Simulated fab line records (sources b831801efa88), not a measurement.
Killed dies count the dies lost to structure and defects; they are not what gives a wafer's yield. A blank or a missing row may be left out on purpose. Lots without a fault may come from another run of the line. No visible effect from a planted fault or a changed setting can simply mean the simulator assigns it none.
2 desks, one fault    flow gf180mcu    only its own numbers are on each desk; what lay behind them is given at the end

METROLOGY DESK
What the gauges read for every lot (on any tool): the sampled wafers with a number, averaged. Any lot whose mean is over 4 standard deviations away from the usual mean is out of limits and marked OUT; that distance is given in the brackets.
Columns: A = V5_CVD_00_THK at GF_V5_THK_MEAS_01, usual 300 nm; B = V5_W_RS at GF_V5_RS_MEAS_24, usual 0.323 ohm/sq; C = V5_W_THK at GF_V5_THK_MEAS_25, usual 347 nm
lot   first seen here  A    B      C
L119  day 26 14:31     301  0.321  348
L120  day 27 03:12     298  0.326  344
L122  day 28 05:03     302  0.327  345
L126  day 29 08:27     304  0.322  345
L125  day 29 09:50     298  0.330  340
L127  day 29 22:58     298  0.325  342
L128  day 30 03:11     302  0.324  344
L134  day 31 01:21     300  0.308  363
L132  day 31 03:55     302  0.310  363
L135  day 31 09:23     298  0.323  347
L138  day 32 01:06     297  0.322  347
L139  day 32 05:22     297  0.320  351
L140  day 32 12:13     302  0.321  348
Result from this desk: across the 13 lots, nothing is out of limits.

TOOL OWNER'S DESK, cvd_w-01
The tool's own readings at GF_V5_CVD_23 (deposits W, target thk 350 nm, time 104.9 s): means of the sampled wafers that have a number, for each lot that ran on this tool. Any lot whose mean is over 4 standard deviations away from the usual mean is out of limits and marked OUT; that distance is given in the brackets.
Columns: A = heater_power_w at GF_V5_CVD_23, usual 859 W
lot   first seen here  A
L119  day 27 10:34     912
L125  day 30 05:50     839
L128  day 30 22:37     819
L134  day 31 21:01     990
L132  day 31 23:08     976
Result from this desk: across the 5 lots, nothing is out of limits.

BROUGHT TOGETHER
From the metrology desk's view, nothing was out of limits.
The desk of the tool owner found nothing out of limits.

WHAT THE SIMULATOR PUT IN
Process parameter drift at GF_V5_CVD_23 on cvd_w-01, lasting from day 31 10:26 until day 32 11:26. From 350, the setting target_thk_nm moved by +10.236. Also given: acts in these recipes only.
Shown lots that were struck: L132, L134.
